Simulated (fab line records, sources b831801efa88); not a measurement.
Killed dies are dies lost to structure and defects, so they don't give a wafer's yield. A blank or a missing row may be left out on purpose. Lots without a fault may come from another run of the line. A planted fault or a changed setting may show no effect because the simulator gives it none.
One fault seen from 2 desks | flow sky130 | each desk has only its own numbers; what lay behind them comes last

THE TOOL OWNER'S DESK: furnace-01
The tool's own readings at SKY_GATE_OXIDE_OXIDATION_16 (stabilise 600 s, purge 300 s, target thk 3.57 nm): means of the sampled wafers that have a number, for each lot that ran on this tool. A lot is out of limits, marked OUT, if its mean lies more than 4 standard deviations from the usual mean; the brackets give that distance.
Columns: A = ramp_up_c_per_min at SKY_GATE_OXIDE_OXIDATION_16, usual 10.000; B = spike_tc_bottom_C at SKY_GATE_OXIDE_OXIDATION_16, usual 818.9 C; C = spike_tc_centre_C at SKY_GATE_OXIDE_OXIDATION_16, usual 800.8 C; D = spike_tc_lower_C at SKY_GATE_OXIDE_OXIDATION_16, usual 800.7 C; E = spike_tc_top_C at SKY_GATE_OXIDE_OXIDATION_16, usual 815.3 C; F = spike_tc_upper_C at SKY_GATE_OXIDE_OXIDATION_16, usual 801.8 C
lot  | first seen here | A      | B                | C                | D                | E                | F
L295 | day 17 18:56    | 9.999  | 807.9 (-7.9) OUT | 791.5 (-8.5) OUT | 791.6 (-9.5) OUT | 807.4 (-4.4) OUT | 791.4 (-9.5) OUT
L296 | day 18 04:15    | 9.998  | 808.6 (-7.4) OUT | 791.5 (-8.5) OUT | 790.3 (-11) OUT  | 806.8 (-4.7) OUT | 791.8 (-9.1) OUT
L307 | day 22 16:34    | 10.000 | 818.1            | 800.8            | 801.0            | 817.1            | 802.7
This desk's finding: out of limits on L295, L296; first on L295, day 17 18:56 (spike_tc_bottom_C at SKY_GATE_OXIDE_OXIDATION_16). In limits: L307.

THE METROLOGY DESK
What the gauges read, lot by lot, whatever tool the lot ran on: means of the sampled wafers that have a number. A lot is out of limits, marked OUT, if its mean lies more than 4 standard deviations from the usual mean; the brackets give that distance.
Columns: A = GATE_OXIDE_OVL at SKY_GATE_OXIDE_OVL_MEAS_10, usual 0.5 nm; B = GATE_OXIDE_TW at SKY_GATE_OXIDE_TW_MEAS_14, usual 224.1
lot  | first seen here | A   | B
L287 | day 15 01:15    | 2.7 | 227.1
L295 | day 17 18:26    | 0.7 | 223.3
L296 | day 18 03:02    | 2.9 | 224.0
L301 | day 19 23:32    | 1.2 | 224.0
L304 | day 20 22:50    | 0.6 | 227.0
L307 | day 22 16:03    | 1.3 | 223.3
This desk's finding: nothing out of limits on any of the 6 lots.

PUT TOGETHER
The tool owner's desk could have raised an alarm at day 17 18:56, on L295, L296.
The metrology desk saw nothing out of limits.
The metrology desk has L295, L296 on record, within its limits.
Of the lots named, all ran SKY_GATE_OXIDE_OXIDATION_16 on furnace-01.

WHAT THE SIMULATOR HAD PUT IN
Process parameter drift: furnace-01, from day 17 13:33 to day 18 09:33, at SKY_GATE_OXIDE_OXIDATION_16. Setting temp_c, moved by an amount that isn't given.
Lots struck among those shown: L295, L296.
Hours from the fault's start to each desk's first reading out of limits: the tool owner's desk, 5.
